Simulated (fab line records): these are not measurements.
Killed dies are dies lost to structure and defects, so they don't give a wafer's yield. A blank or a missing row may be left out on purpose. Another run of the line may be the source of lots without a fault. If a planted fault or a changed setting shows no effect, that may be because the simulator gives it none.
Chamber matching -- flow gf180mcu -- pecvd-04 running GF_PASSIVATION_CVD_02: 3 sister chambers
The step deposits Si3N4, target thk 700 nm, time 486.18 s. 24 wafers are shown with their chamber, then 12 later ones without.

## WAFERS, EACH WITH ITS CHAMBER
wafer,chamber,heater power outer w (W),heater power w (W)
L074.2,0,553,814
L074.3,1,410,689
L074.6,1,469,748
L079.1,0,554,836
L079.2,2,287,530
L079.5,2,319,589
L081.4,2,332,569
L081.5,0,442,681
L081.6,1,476,767
L082.2,0,446,702
L082.3,1,408,694
L082.6,1,460,741
L083.1,1,437,722
L083.2,0,515,795
L083.5,2,324,564
L084.2,2,322,571
L084.5,1,472,787
L084.6,0,438,689
L086.3,1,480,782
L086.4,0,541,836
L086.5,1,505,782
L087.1,0,457,693
L087.3,2,329,567
L087.5,1,438,729

SIGNATURES, as means of the wafers listed above
reading,chamber 0,chamber 1,chamber 2,scatter within a chamber
heater power outer w,493.25,455.50,318.83,37.5
heater power w,755.75,744.10,565.00,47.8
Rule: a wafer's distance from a chamber is the root of the sum, over the readings, of the square of ((its reading less the chamber's mean) divided by the reading's scatter). The wafer belongs to the nearest chamber; if the next one is less than 2 further off, it can't be placed. The scatter is the square root of a quotient: the sum, over the shown wafers, of each reading's squared deviation from its chamber's mean, divided by wafers minus chambers.

## WAFERS MISSING THEIR CHAMBER
wafer,heater power outer w (W),heater power w (W)
L090.2,494,772
L090.3,318,564
L090.4,382,657
L091.2,551,832
L091.4,510,792
L091.5,437,710
L092.3,424,676
L092.4,333,587
L092.6,452,724
L093.1,501,768
L093.4,388,625
L093.6,546,843

## WHICH CHAMBER EACH WENT THROUGH
wafer,from the rows above,in truth
L090.2,can't be placed: 0 or 1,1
L090.3,2,2
L090.4,can't be placed: 2 or 1 or 0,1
L091.2,can't be placed: 0 or 1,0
L091.4,can't be placed: 0 or 1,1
L091.5,can't be placed: 1 or 0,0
L092.3,can't be placed: 1 or 0 or 2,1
L092.4,2,2
L092.6,can't be placed: 1 or 0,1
L093.1,can't be placed: 0 or 1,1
L093.4,can't be placed: 2 or 1 or 0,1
L093.6,can't be placed: 0 or 1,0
Placed correctly: 2 of 12. Cannot be placed on the basis of these rows: 10; the candidates contain the true chamber in 10. 0 placed wrongly.
